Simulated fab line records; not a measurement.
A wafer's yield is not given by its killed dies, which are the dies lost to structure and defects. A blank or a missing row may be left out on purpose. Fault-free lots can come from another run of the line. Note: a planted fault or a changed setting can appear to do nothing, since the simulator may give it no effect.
fab line records    flow sky130
[record] lots = 6  wafers = 18  last_day = 50
route steps=708 shown FIELD_ISO@25 NWELL@32 DNWELL@35 PWDE@45 PAD_OPEN@708
lots that met no fault: from a run of the same line without faults
start_h: the number of hours between the record's first day and the start of the first shown wafer of the lot    wait_h: hours since the lot's step before    " unchanged from the row above    L1.1+2: one row covering several wafers at once    - either no value or no given start    * or withheld: withheld    < > ~ a bound
route shown NAME@n: NAME is a module with steps in the file, n the number in the route of the first one    usual: mean/standard deviation taken from wafers without a fault    same: alike in all rows    chamber/n: place in a boat    sites: each site's reading    _std_site: standard deviation of those values    _edge_site: outer sites' mean less inner sites'    radius_mm: how far each site lies from the wafer's centre    mask NAME#n: copy n    behind: the last tool/chamber to shape the wafer    hold: reason for holding the lot/hours on hold/outcome of the hold    device: the n, p or np transistor that did not switch    end of line: tests of these same wafers at the route's end    a step without rows: its recipe alone    killed: the dies lost at the first sort to structure and to defects; this is not the yield of the wafer    map: per-die view of a wafer (x killed, . not killed, _ where there is no die)
set.NAME: the setting as run; set.NAME@STEP: as run at that earlier step    model.NAME: the simulator's own value behind a step, which no gauge read
a table for each step, a row for each wafer; lots at some steps of the route
services: a tool's chamber out of use, with start hour (start_h, from the record's first day; less than 0 if before it), hours out, and reason
[[steps]]
[step SKY_FIELD_ISO_CVD_24]
[recipe] material = SiO2  target_thk_nm = 595  temp_c = 650  sigma_open_frac = 0.3  time_s = 99.2  sih4_flow_sccm = 60  pressure_mtorr = 6
[step SKY_FIELD_ISO_THK_MEAS_25]
[recipe] reads = SiO2_of_FIELD_ISO_CVD_24
[usual] FIELD_ISO_CVD_24_THK = 599/7.5
lot.wafer  tool           chamber  start_h  wait_h  FIELD_ISO_CVD_24_THK[nm]
L766.2     film_metro-01  -        64.89    0.0     596
L766.5     "              -        "        "       586
L766.6     "              -        "        "       582
L767.4     film_metro-02  -        68.47    0.0     607
L767.5     "              -        "        "       604
L767.6     "              -        "        "       605
L775.3     film_metro-03  -        108.89   0.1     597
L775.5     "              -        "        "       585
L775.6     "              -        "        "       595
L779.1     film_metro-01  -        130.52   0.0     580
L779.2     "              -        "        "       592
L779.4     "              -        "        "       597
L780.3     film_metro-01  -        136.07   0.1     612
L780.4     "              -        "        "       600
L780.6     "              -        "        "       608
L781.2     film_metro-02  -        142.18   0.0     585
L781.5     "              -        "        "       595
L781.6     "              -        "        "       592
[step SKY_FIELD_ISO_ANNEAL_26]
[recipe] temp_c = 1000  time_s = 1800  ambient = N2
[step SKY_FIELD_ISO_CMP_27]
[recipe] stop_on = Si3N4  t_overpolish_s = 16  down_force_psi = 4  platen_rpm = 60  target_thk_nm = 457.8  pad_velocity_m_s = 0.94248
[usual] motor_current_A = 12.0/1.5  overpolish_run_s = 16.001/0.01  time_to_endpoint_s = 112/6.3
lot.wafer  tool    chamber  start_h  wait_h  motor_current_A  overpolish_run_s  time_to_endpoint_s
L766.2     cmp-01  2        66.59    0.1     10.3             15.994            107
L766.6     "       3        "        "       11.1             15.998            108
L766.5     "       0        "        "       11.0             15.998            114
L767.4     cmp-01  1        70.41    0.1     15.5             16.012            126
L767.6     "       2        "        "       11.2             15.994            112
L767.5     "       3        "        "       11.0             15.998            116
L775.3     cmp-02  0        110.43   0.0     13.8             16.021            104
L775.6     "       0        "        "       15.1             16.018            105
L775.5     "       1        "        "       13.1             16.000            110
L779.2     cmp-01  2        133.45   0.1     10.7             16.005            105
L779.1     "       3        "        "       11.3             16.015            107
L779.4     "       0        "        "       11.6             15.997            109
L780.3     cmp-01  3        140.33   0.0     11.7             16.003            116
L780.4     "       1        "        "       14.5             16.004            121
L780.6     "       0        "        "       11.2             16.008            119
L781.2     cmp-02  1        144.97   0.1     13.2             15.998            113
L781.6     "       3        "        "       10.3             16.009            102
L781.5     "       0        "        "       13.8             15.987            106
[step SKY_FIELD_ISO_WET_ETCH_28]
[recipe] chemistry = dHF  target_depth_nm = 23.7  target = SiO2  dilution = 10:1  temp_c = 25  time_s = 47
[step SKY_FIELD_ISO_WET_ETCH_29]
[recipe] chemistry = H3PO4  target_depth_nm = 160  target = Si3N4  temp_c = 160  time_s = 1825
[step SKY_FIELD_ISO_WET_ETCH_30]
[recipe] chemistry = dHF  target_depth_nm = 25  target = SiO2  dilution = 10:1  temp_c = 25  time_s = 50
[step SKY_NWELL_CLEAN_00]
[recipe] chemistry = SC1/SC2  mix = 1:4:20  temp_c = 70  time_s = 150  dry = n2_spin
[step SKY_NWELL_OXIDATION_01]
[recipe] temp_c = 900  ambient = O2  stabilise_s = 600  purge_s = 300  target_thk_a = 100  ox_time_s = 1418
[step SKY_NWELL_THK_MEAS_02]
[recipe] reads = SiO2_of_NWELL_OXIDATION_01
[usual] NWELL_OXIDATION_THK = 10.05/0.19
lot.wafer  tool           chamber  start_h  wait_h  NWELL_OXIDATION_THK[nm]
L766.2     film_metro-02  -        68.77    0.0     9.71
L766.5     "              -        "        "       9.88
L766.6     "              -        "        "       9.74
L767.4     film_metro-03  -        72.65    0.0     10.01
L767.5     "              -        "        "       10.09
L767.6     "              -        "        "       9.93
L775.3     film_metro-04  -        112.76   0.0     10.43
L775.5     "              -        "        "       10.55
L775.6     "              -        "        "       10.53
L779.1     film_metro-02  -        137.32   0.0     9.87
L779.2     "              -        "        "       9.89
L779.4     "              -        "        "       9.73
L780.3     film_metro-04  -        143.45   0.0     10.12
L780.4     "              -        "        "       10.05
L780.6     "              -        "        "       10.11
L781.2     film_metro-04  -        147.62   0.0     9.99
L781.5     "              -        "        "       9.88
L781.6     "              -        "        "       9.87
[step SKY_DNWELL_DEHYDRATE_00]
[recipe] temp_c = 200  time_s = 60
[step SKY_DNWELL_HMDS_01]
[recipe] prime_time_s = 60  prime_temp_c = 120
[step SKY_DNWELL_COAT_02]
[recipe] spin_rpm = 2000  resist_thk_nm = 3000
[usual] chill_plate_temp_C = 22.99/0.11  dispense_pressure_kPa = 49.7/0.64
lot.wafer  tool            chamber  start_h  wait_h  chill_plate_temp_C  dispense_pressure_kPa
L766.2     litho_track-03  -        77.02    0.1     -                   -
L766.5     "               -        "        "       -                   -
L766.6     "               -        "        "       -                   -
L767.4     litho_track-03  -        80.77    0.1     -                   -
L767.5     "               -        "        "       -                   -
L767.6     "               -        "        "       -                   -
L775.3     litho_track-02  0        121.96   0.1     23.06               48.8
L775.5     "               0        "        "       22.97               48.8
L775.6     "               0        "        "       23.12               48.8
L779.1     litho_track-03  0        145.99   0.1     23.08               49.7
L779.2     "               0        "        "       23.00               49.7
L779.4     "               0        "        "       22.91               49.7
L780.3     litho_track-02  0        152.86   0.1     22.99               48.8
L780.4     "               0        "        "       22.94               48.8
L780.6     "               0        "        "       22.92               48.8
L781.2     litho_track-03  0        157.67   0.1     22.96               49.7
L781.5     "               0        "        "       22.83               49.7
L781.6     "               0        "        "       23.05               49.7
[step SKY_DNWELL_SOFTBAKE_03]
[recipe] temp_c = 111.1  time_s = withheld
[step SKY_DNWELL_EXPOSE_04]
[recipe] mask_id = DNM  na = 0.57  target_cd_nm = 3000  dose_mj = 222
[step SKY_DNWELL_PEB_05]
[recipe] temp_c = 115  time_s = withheld
[step SKY_DNWELL_DEVELOP_06]
[recipe] wall_angle_deg = 90  developer = TMAH  develop_time_s = 60  dev_temp_c = 23
[step SKY_DNWELL_IMPLANT_07]
[recipe] species = P  energy_kev = withheld  dose_cm2 = withheld  tilt_deg = withheld
[step SKY_DNWELL_STRIP_08]
[recipe] chemistry = O2/N2  power_w = 1400  pressure_mtorr = 1500  platen_temp_c = withheld  o2_flow_sccm = 3000  n2_flow_sccm = 300  overash_fraction = 0.5
[usual] drypump_motor_current_A = 5.3/0.46  oes_product_au = 0.723/0.0048  strip_time_to_endpoint_s = 36.82/0.094
lot.wafer  tool             chamber  start_h  wait_h  drypump_motor_current_A  oes_product_au  rf_hours_counter_h  strip_time_to_endpoint_s
L766.2     plasma_asher-02  0        85.39    0.1     5.0                      -               41                  -
L766.5     "                0        "        "       5.0                      -               -                   -
L766.6     "                1        "        "       6.1                      -               -                   -
L767.4     plasma_asher-01  1        89.32    0.1     4.8                      -               -                   -
L767.5     "                1        "        "       4.8                      -               -                   -
L767.6     "                0        "        "       5.3                      -               -                   -
L775.3     plasma_asher-02  1        132.02   0.1     6.1                      0.733           -                   36.88
L775.5     "                0        "        "       5.0                      0.713           -                   36.86
L775.6     "                1        "        "       6.1                      0.715           -                   36.80
L779.1     plasma_asher-01  0        156.64   0.1     5.2                      0.729           35                  36.74
L779.2     "                1        "        "       4.8                      0.723           35                  36.85
L779.4     "                1        "        "       4.9                      0.729           -                   36.80
L780.3     plasma_asher-03  0        163.47   0.1     5.5                      0.730           -                   36.69
L780.4     "                1        "        "       5.3                      0.714           -                   36.71
L780.6     "                0        "        "       5.5                      0.723           -                   36.74
L781.2     plasma_asher-01  0        167.29   0.1     5.2                      0.719           36                  36.65
L781.5     "                1        "        "       4.8                      0.725           -                   36.77
L781.6     "                0        "        "       5.2                      0.721           -                   36.72
[step SKY_DNWELL_TW_MEAS_09]
[usual] DNWELL_TW = 1109/8
lot.wafer  tool           chamber  start_h  wait_h  DNWELL_TW
L766.2     film_metro-04  -        85.50    0.1     1118
L766.5     "              -        "        "       1113
L766.6     "              -        "        "       1120
L767.4     film_metro-03  -        89.42    0.1     1091
L767.5     "              -        "        "       1102
L767.6     "              -        "        "       1103
L775.3     film_metro-03  -        132.11   0.1     1096
L775.5     "              -        "        "       1098
L775.6     "              -        "        "       1098
L779.1     film_metro-04  -        156.74   0.1     1114
L779.2     "              -        "        "       1118
L779.4     "              -        "        "       1117
L780.3     film_metro-04  -        163.56   0.1     1113
L780.4     "              -        "        "       1108
L780.6     "              -        "        "       1112
L781.2     film_metro-03  -        167.40   0.1     1103
L781.5     "              -        "        "       1112
L781.6     "              -        "        "       1114
[step SKY_PWDE_DEHYDRATE_00]
[recipe] temp_c = 200  time_s = 60
[step SKY_PWDE_HMDS_01]
[recipe] prime_time_s = 60  prime_temp_c = 120
[step SKY_PWDE_COAT_02]
[recipe] spin_rpm = 2000  resist_thk_nm = 3000
[step SKY_PWDE_SOFTBAKE_03]
[recipe] temp_c = 110  time_s = withheld
[step SKY_PWDE_EXPOSE_04]
[recipe] mask_id = PWDEM  na = 0.6  source_shape = conventional  sigma_outer = 0.6  polarization = unpolarized  target_cd_nm = 840  dose_mj = 214
[step SKY_PWDE_PEB_05]
[recipe] temp_c = 115  time_s = withheld
[step SKY_PWDE_DEVELOP_06]
[recipe] wall_angle_deg = 90  developer = TMAH  develop_time_s = 60  dev_temp_c = 23
[step SKY_PWDE_OVL_MEAS_07]
[usual] PWDE_OVL = 1.9/1.5
lot.wafer  tool        chamber  start_h  wait_h  PWDE_OVL[nm]
L766.2     overlay-01  -        102.42   -       2.2
L766.5     "           -        "        "       2.1
L766.6     "           -        "        "       1.3
L767.4     overlay-01  -        107.48   -       2.5
L767.5     "           -        "        "       -0.4
L767.6     "           -        "        "       1.0
L775.3     overlay-02  -        151.44   -       -1.4
L775.5     "           -        "        "       1.6
L775.6     "           -        "        "       -0.5
L779.1     overlay-02  -        176.28   -       2.5
L779.2     "           -        "        "       6.0
L779.4     "           -        "        "       2.8
L780.3     overlay-02  -        183.50   -       4.3
L780.4     "           -        "        "       3.3
L780.6     "           -        "        "       3.4
L781.2     overlay-02  -        187.45   -       4.9
L781.5     "           -        "        "       5.0
L781.6     "           -        "        "       2.6
[step SKY_PWDE_IMPLANT_08]
[recipe] species = B  energy_kev = 150  dose_cm2 = 3.6e+12  tilt_deg = withheld
[step SKY_PWDE_STRIP_09]
[recipe] chemistry = O2/N2  power_w = 1400  pressure_mtorr = 1500  platen_temp_c = withheld  o2_flow_sccm = 3000  n2_flow_sccm = 300  overash_fraction = 0.5
[usual] drypump_motor_current_A = 5.6/0.56  oes_product_au = 0.722/0.0042  strip_time_to_endpoint_s = 36.86/0.12
lot.wafer  tool             chamber  start_h  wait_h  drypump_motor_current_A  oes_product_au  rf_hours_counter_h  strip_time_to_endpoint_s
L766.2     plasma_asher-01  1        102.60   0.1     4.8                      0.728           28                  36.91
L766.5     "                1        "        "       4.8                      0.723           -                   36.80
L766.6     "                0        "        "       5.2                      0.719           -                   36.92
L767.4     plasma_asher-03  0        107.68   0.1     5.5                      0.725           -                   37.03
L767.5     "                0        "        "       5.5                      0.716           -                   36.91
L767.6     "                1        "        "       5.4                      0.724           -                   36.84
L775.3     plasma_asher-04  1        151.65   0.1     5.8                      0.723           -                   36.92
L775.5     "                0        "        "       6.6                      0.715           -                   36.85
L775.6     "                1        "        "       5.8                      0.721           -                   36.79
L779.1     plasma_asher-04  1        176.46   0.1     5.8                      0.712           5                   36.78
L779.2     "                0        "        "       6.6                      0.734           5                   36.80
L779.4     "                0        "        "       6.7                      0.726           -                   36.69
L780.3     plasma_asher-04  0        183.71   0.1     6.6                      0.726           -                   36.98
L780.4     "                1        "        "       5.8                      0.726           -                   37.01
L780.6     "                1        "        "       5.8                      0.727           -                   36.86
L781.2     plasma_asher-03  0        187.63   0.1     5.5                      0.729           51                  36.72
L781.5     "                0        "        "       5.5                      0.723           -                   36.86
L781.6     "                1        "        "       5.4                      0.719           -                   36.91
[step SKY_PWDE_TW_MEAS_10]
[usual] PWDE_TW = 373/3
lot.wafer  tool           chamber  start_h  wait_h  PWDE_TW
L766.2     film_metro-04  -        102.71   0.1     1137
L766.5     "              -        "        "       1139
L766.6     "              -        "        "       1141
L767.4     film_metro-04  -        107.78   0.1     1131
L767.5     "              -        "        "       1129
L767.6     "              -        "        "       1134
L775.3     film_metro-04  -        151.73   0.1     371
L775.5     "              -        "        "       374
L775.6     "              -        "        "       374
L779.1     film_metro-04  -        176.56   0.1     373
L779.2     "              -        "        "       373
L779.4     "              -        "        "       373
L780.3     film_metro-02  -        183.80   0.1     372
L780.4     "              -        "        "       370
L780.6     "              -        "        "       372
L781.2     film_metro-03  -        187.74   0.1     369
L781.5     "              -        "        "       371
L781.6     "              -        "        "       371
[step SKY_NWELL_DEHYDRATE_03]
[recipe] temp_c = 200  time_s = 60
[step SKY_NWELL_HMDS_04]
[recipe] prime_time_s = 60  prime_temp_c = 120
[step SKY_NWELL_COAT_05]
[recipe] spin_rpm = 2000  resist_thk_nm = 3000
[step SKY_NWELL_SOFTBAKE_06]
[recipe] temp_c = 110  time_s = withheld
[step SKY_NWELL_EXPOSE_07]
[recipe] mask_id = NWM  na = 0.6  source_shape = conventional  sigma_outer = 0.6  polarization = unpolarized  target_cd_nm = 840  dose_mj = 255
[step SKY_NWELL_PEB_08]
[recipe] temp_c = 115  time_s = withheld
[step SKY_NWELL_DEVELOP_09]
[recipe] wall_angle_deg = 90  developer = TMAH  develop_time_s = 60  dev_temp_c = 23
[step SKY_NWELL_OVL_MEAS_10]
[usual] NWELL_00_OVL = 0.5/1.4
lot.wafer  tool        chamber  start_h  wait_h  NWELL_00_OVL[nm]
L766.2     overlay-01  -        121.39   -       -1.7
L766.5     "           -        "        "       0.3
L766.6     "           -        "        "       1.0
L767.4     overlay-02  -        126.05   -       1.6
L767.5     "           -        "        "       2.0
L767.6     "           -        "        "       0.7
L775.3     overlay-01  -        171.15   -       0.5
L775.5     "           -        "        "       0.5
L775.6     "           -        "        "       -1.2
L779.1     overlay-01  -        196.53   -       0.8
L779.2     "           -        "        "       0.4
L779.4     "           -        "        "       2.0
L780.3     overlay-01  -        205.19   -       2.1
L780.4     "           -        "        "       0.7
L780.6     "           -        "        "       0.9
L781.2     overlay-01  -        208.77   -       -1.5
L781.5     "           -        "        "       -1.5
L781.6     "           -        "        "       -0.9
[step SKY_NWELL_IMPLANT_11]
[recipe] species = P  energy_kev = 392.1  dose_cm2 = 1.9e+13  tilt_deg = withheld
[step SKY_NWELL_IMPLANT_12]
[recipe] species = P  energy_kev = 120  dose_cm2 = 1.3e+12  tilt_deg = withheld
[step SKY_NWELL_IMPLANT_13]
[recipe] species = P  energy_kev = 50  dose_cm2 = 7e+11  tilt_deg = withheld
[step SKY_NWELL_TW_MEAS_15]
[usual] NWELL_TW = 1807/14
lot.wafer  tool           chamber  start_h  wait_h  NWELL_TW
L766.2     film_metro-03  -        121.98   0.1     1905
L766.5     "              -        "        "       1911
L766.6     "              -        "        "       1904
L767.4     film_metro-02  -        126.65   0.1     1928
L767.5     "              -        "        "       1932
L767.6     "              -        "        "       1927
L775.3     film_metro-04  -        171.74   0.1     1813
L775.5     "              -        "        "       1807
L775.6     "              -        "        "       1810
L779.1     film_metro-04  -        197.11   0.1     1820
L779.2     "              -        "        "       1835
L779.4     "              -        "        "       1820
L780.3     film_metro-04  -        205.78   0.1     1828
L780.4     "              -        "        "       1829
L780.6     "              -        "        "       1815
L781.2     film_metro-03  -        209.36   0.1     1787
L781.5     "              -        "        "       1783
L781.6     "              -        "        "       1793
[step SKY_NWELL_TW_MEAS_26]
[usual] NWELL_2_TW = 493/3.3
lot.wafer  tool           chamber  start_h  wait_h  NWELL_2_TW
L766.2     film_metro-04  -        141.21   0.1     1140
L766.5     "              -        "        "       1148
L766.6     "              -        "        "       1152
L767.4     film_metro-02  -        145.64   0.1     1137
L767.5     "              -        "        "       1143
L767.6     "              -        "        "       1133
L775.3     film_metro-04  -        191.28   0.1     495
L775.5     "              -        "        "       496
L775.6     "              -        "        "       497
L779.1     film_metro-04  -        218.77   0.1     494
L779.2     "              -        "        "       491
L779.4     "              -        "        "       495
L780.3     film_metro-03  -        227.82   0.1     489
L780.4     "              -        "        "       487
L780.6     "              -        "        "       489
L781.2     film_metro-02  -        231.53   0.1     491
L781.5     "              -        "        "       489
L781.6     "              -        "        "       487
[step SKY_PAD_OPEN_PROBE_99]
[usual] killed_at_M0_to_M3 = 42/5.8  killed_at_M4_up = 3.0/2  killed_at_contacts = 24/5.5  killed_at_front_end = 15/3.9  killed_at_other = 0.3/0.54  killed_dies = 85/8.8  killed_on_rim = 16/3.7  killed_open = 47/6.8  killed_short = 38/5.9
[same] gross_dies = 492  killed_at_back_side = 0
lot.wafer  tool       chamber  start_h  wait_h  killed_at_M0_to_M3  killed_at_M4_up  killed_at_contacts  killed_at_front_end  killed_at_other  killed_dies  killed_on_rim  killed_open  killed_short
L766.2     prober-01  -        1122.99  0.1     34                  8                25                  425                  0                492          96             33           43
L766.5     prober-01  -        1123.14  0.2     29                  2                31                  430                  0                492          96             47           34
L766.6     prober-01  -        1123.19  0.2     43                  7                23                  419                  0                492          96             42           45
L767.4     prober-02  -        1125.57  0.2     35                  7                17                  433                  0                492          96             38           36
L767.5     prober-02  -        1125.62  0.2     40                  3                32                  417                  0                492          96             52           38
L767.6     prober-02  -        1125.67  0.2     32                  1                23                  436                  0                492          96             39           26
L775.3     prober-02  -        1165.07  0.2     44                  6                15                  11                   0                76           11             42           34
L775.5     prober-02  -        1165.17  0.2     37                  3                33                  14                   1                88           14             46           42
L775.6     prober-02  -        1165.22  0.2     44                  3                20                  16                   0                83           14             42           41
L779.1     prober-02  -        1191.46  0.1     43                  4                24                  13                   1                85           22             43           42
L779.2     prober-02  -        1191.51  0.1     46                  3                23                  20                   0                92           19             48           44
L779.4     prober-02  -        1191.61  0.2     39                  3                19                  17                   1                79           18             49           30
L780.3     prober-01  -        1193.06  0.2     51                  1                28                  16                   0                96           19             52           44
L780.4     prober-01  -        1193.11  0.2     47                  3                25                  12                   0                87           16             47           40
L780.6     prober-01  -        1193.21  0.2     49                  2                23                  16                   1                91           11             50           41
L781.2     prober-02  -        1197.06  0.1     42                  2                27                  11                   0                82           16             48           34
L781.5     prober-02  -        1197.21  0.2     42                  2                20                  14                   0                78           21             36           42
L781.6     prober-02  -        1197.26  0.2     36                  5                22                  11                   0                74           16             40           33
// killed by level:class
L766.2 DNWELL:area_expose=416 CONTACT:geometric_particle:open=7 CONTACT:geometric_particle:short=7 METAL1:geometric_particle:short=6 METAL4:geometric_particle:short=6 FIELD_ISO:geometric_particle:open=5 LI_CONTACT:geometric_particle:open=4 LOCAL_INTERCONNECT:geometric_particle:short=4
L766.5 DNWELL:area_expose=411 LI_CONTACT:geometric_particle:open=12 CONTACT:geometric_particle:open=10 VIA3:geometric_particle:open=9 FIELD_ISO:geometric_particle:open=7 METAL2:geometric_particle:short=7 POLY_GATE:geometric_particle:open=4 CONTACT:geometric_particle:short=4
L766.6 DNWELL:area_expose=405 VIA1:geometric_particle:open=9 VIA2:geometric_particle:open=8 CONTACT:geometric_particle:open=6 LI_CONTACT:geometric_particle:open=6 METAL1:geometric_particle:short=6 METAL2:geometric_particle:short=6 VIA2:geometric_particle:short=5
L767.4 DNWELL:area_expose=418 VIA1:geometric_particle:open=9 VIA3:geometric_particle:open=8 CONTACT:geometric_particle:open=7 LI_CONTACT:geometric_particle:open=6 METAL4:geometric_particle:short=6 FIELD_ISO:geometric_particle:short=5 POLY_GATE:geometric_particle:short=5
L767.5 DNWELL:area_expose=402 LI_CONTACT:geometric_particle:open=12 VIA1:geometric_particle:open=11 CONTACT:geometric_particle:open=8 METAL2:geometric_particle:short=6 POLY_GATE:geometric_particle:open=5 CONTACT:geometric_particle:short=5 VIA2:geometric_particle:open=4
L767.6 DNWELL:area_expose=427 CONTACT:geometric_particle:open=9 VIA2:geometric_particle:open=8 LI_CONTACT:geometric_particle:open=7 VIA1:geometric_particle:open=7 METAL1:geometric_particle:short=6 LOCAL_INTERCONNECT:geometric_particle:short=5 POLY_GATE:geometric_particle:open=4
L775.3 VIA1:geometric_particle:open=13 METAL2:geometric_particle:short=8 VIA3:geometric_particle:open=7 LI_CONTACT:geometric_particle:open=6 CONTACT:geometric_particle:open=5 METAL3:geometric_particle:short=5 METAL1:geometric_particle:short=3 SPACER:geometric_particle:short=3
L775.5 CONTACT:geometric_particle:open=11 VIA1:geometric_particle:open=11 LI_CONTACT:geometric_particle:open=8 LI_CONTACT:geometric_particle:short=6 VIA1:geometric_particle:short=6 LOCAL_INTERCONNECT:geometric_particle:short=5 METAL2:geometric_particle:short=4 FIELD_ISO:geometric_particle:short=3
L775.6 CONTACT:geometric_particle:open=12 METAL2:geometric_particle:short=8 VIA3:geometric_particle:open=7 VIA2:geometric_particle:open=6 FIELD_ISO:geometric_particle:open=5 VIA1:geometric_particle:open=5 VIA3:geometric_particle:short=5 METAL1:geometric_particle:short=5
L779.1 VIA2:geometric_particle:open=9 LI_CONTACT:geometric_particle:open=8 VIA1:geometric_particle:open=8 VIA3:geometric_particle:open=7 LOCAL_INTERCONNECT:geometric_particle:short=6 METAL1:geometric_particle:short=6 FIELD_ISO:geometric_particle:short=5 FIELD_ISO:geometric_particle:open=5
L779.2 CONTACT:geometric_particle:open=9 VIA1:geometric_particle:open=8 METAL1:geometric_particle:short=7 VIA2:geometric_particle:open=7 CONTACT:geometric_particle:short=6 VIA3:geometric_particle:open=6 VIA1:geometric_particle:short=5 FIELD_ISO:geometric_particle:open=4
L779.4 CONTACT:geometric_particle:open=8 VIA2:geometric_particle:open=8 VIA1:geometric_particle:open=8 VIA3:geometric_particle:open=8 VIA2:geometric_particle:short=6 FIELD_ISO:geometric_particle:open=5 FIELD_ISO:geometric_particle:short=4 POLY_GATE:geometric_particle:open=4
L780.3 CONTACT:geometric_particle:open=10 LI_CONTACT:geometric_particle:open=8 VIA1:geometric_particle:open=8 VIA2:geometric_particle:open=7 METAL1:geometric_particle:short=7 VIA1:geometric_particle:short=7 VIA3:geometric_particle:open=7 METAL2:geometric_particle:short=5
L780.4 CONTACT:geometric_particle:open=10 VIA3:geometric_particle:open=9 VIA1:geometric_particle:short=6 CONTACT:geometric_particle:short=6 VIA1:geometric_particle:open=6 METAL1:geometric_particle:short=5 METAL2:geometric_particle:short=5 VIA3:geometric_particle:short=5
L780.6 VIA2:geometric_particle:open=8 LI_CONTACT:geometric_particle:open=7 CONTACT:geometric_particle:open=7 METAL1:geometric_particle:short=6 VIA1:geometric_particle:short=6 VIA3:geometric_particle:open=6 VIA1:geometric_particle:open=5 VIA2:geometric_particle:short=5
L781.2 LI_CONTACT:geometric_particle:open=11 VIA1:geometric_particle:open=10 VIA2:geometric_particle:open=7 LI_CONTACT:geometric_particle:short=5 VIA2:geometric_particle:short=5 VIA3:geometric_particle:open=5 FIELD_ISO:geometric_particle:open=4 LOCAL_INTERCONNECT:geometric_particle:short=4
L781.5 METAL2:geometric_particle:short=10 VIA2:geometric_particle:open=9 CONTACT:geometric_particle:open=6 METAL1:geometric_particle:short=6 VIA1:geometric_particle:open=6 FIELD_ISO:geometric_particle:short=5 CONTACT:geometric_particle:short=5 POLY_GATE:geometric_particle:open=4
L781.6 LI_CONTACT:geometric_particle:open=8 CONTACT:geometric_particle:open=8 VIA1:geometric_particle:open=6 VIA3:geometric_particle:open=6 CONTACT:geometric_particle:short=5 METAL1:geometric_particle:short=5 FIELD_ISO:geometric_particle:open=4 METAL2:geometric_particle:short=4
// map L766.2 (x killed, . not)
__________xxxxxxxxxx_________
________xxxxxxxxxxxxxx_______
______xxxxxxxxxxxxxxxxxx_____
_____xxxxxxxxxxxxxxxxxxxx____
____xxxxxxxxxxxxxxxxxxxxxx___
___xxxxxxxxxxxxxxxxxxxxxxxx__
__xxxxxxxxxxxxxxxxxxxxxxxxxx_
_xxxxxxxxxxxxxxxxxxxxxxxxxxxx
_xxxxxxxxxxxxxxxxxxxxxxxxxxxx
_xxxxxxxxxxxxxxxxxxxxxxxxxxxx
_xxxxxxxxxxxxxxxxxxxxxxxxxxxx
_xxxxxxxxxxxxxxxxxxxxxxxxxxxx
_xxxxxxxxxxxxxxxxxxxxxxxxxxxx
_xxxxxxxxxxxxxxxxxxxxxxxxxxxx
_xxxxxxxxxxxxxxxxxxxxxxxxxxxx
__xxxxxxxxxxxxxxxxxxxxxxxxxx_
___xxxxxxxxxxxxxxxxxxxxxxxx__
____xxxxxxxxxxxxxxxxxxxxxx___
_____xxxxxxxxxxxxxxxxxxxx____
______xxxxxxxxxxxxxxxxxx_____
________xxxxxxxxxxxxxx_______
__________xxxxxxxxxx_________
// map L767.4 (x killed, . not)
__________xxxxxxxxxx_________
________xxxxxxxxxxxxxx_______
______xxxxxxxxxxxxxxxxxx_____
_____xxxxxxxxxxxxxxxxxxxx____
____xxxxxxxxxxxxxxxxxxxxxx___
___xxxxxxxxxxxxxxxxxxxxxxxx__
__xxxxxxxxxxxxxxxxxxxxxxxxxx_
_xxxxxxxxxxxxxxxxxxxxxxxxxxxx
_xxxxxxxxxxxxxxxxxxxxxxxxxxxx
_xxxxxxxxxxxxxxxxxxxxxxxxxxxx
_xxxxxxxxxxxxxxxxxxxxxxxxxxxx
_xxxxxxxxxxxxxxxxxxxxxxxxxxxx
_xxxxxxxxxxxxxxxxxxxxxxxxxxxx
_xxxxxxxxxxxxxxxxxxxxxxxxxxxx
_xxxxxxxxxxxxxxxxxxxxxxxxxxxx
__xxxxxxxxxxxxxxxxxxxxxxxxxx_
___xxxxxxxxxxxxxxxxxxxxxxxx__
____xxxxxxxxxxxxxxxxxxxxxx___
_____xxxxxxxxxxxxxxxxxxxx____
______xxxxxxxxxxxxxxxxxx_____
________xxxxxxxxxxxxxx_______
__________xxxxxxxxxx_________
[[services]]
tool             chamber  start_h  hours  kind
plasma_asher-02  -        45.33    2.0    repair
cmp-01           -        45.64    6.1    pm
cmp-02           -        64.00    4.0    pm
cmp-02           -        68.00    -      consumable_replace:conditioner
cmp-02           -        68.00    -      consumable_replace:pad
cmp-02           -        68.72    2.1    repair
plasma_asher-03  -        87.69    2.8    pm
plasma_asher-04  -        108.75   9.0    pm
plasma_asher-04  0        108.75   16.9   vent_cycle
plasma_asher-04  1        108.75   16.9   vent_cycle
plasma_asher-04  -        112.37   13.3   repair
plasma_asher-02  -        112.78   5.2    repair
plasma_asher-04  0        117.75   -      clean
plasma_asher-04  1        117.75   -      clean
cmp-01           -        175.13   0.4    repair
[[key]]
[first_sign] step = SKY_DNWELL_COAT_02  reading = tool_record  direction = missing
[effect] step = SKY_PWDE_TW_MEAS_10  reading = PWDE_TW  direction = up  sigmas = 99+  usual = 373  struck = 1135
[effect] step = SKY_NWELL_TW_MEAS_15  reading = NWELL_TW  direction = up  sigmas = 8.2  usual = 1807  struck = 1918
[effect] step = SKY_NWELL_TW_MEAS_26  reading = NWELL_2_TW  direction = up  sigmas = 99+  usual = 493  struck = 1142
[effect] step = SKY_PAD_OPEN_PROBE_99  reading = killed_at_front_end  direction = up  sigmas = 99+  usual = 15  struck = 427
[more_kills_born_at] SKY_DNWELL_EXPOSE_04@iline_stepper-02 = 2479
met_at SKY_DNWELL_COAT_02
struck_wafers L766.2,L766.5,L766.6,L767.4,L767.5,L767.6
tester_left_out L766,L767
[fault] kind = skipped_step_whole  tool = litho_track-03  chamber = -  onset_h = 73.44  steps = SKY_DNWELL_COAT_02  scope = struck_lots_only
// tester_left_out: of these lots the tester's yield and bins aren't shown, on N5 and GAA mostly nor the transistor test; their killed dies are dies lost to structure and defects alone, not to doping, threshold or leakage, so they don't give the yield
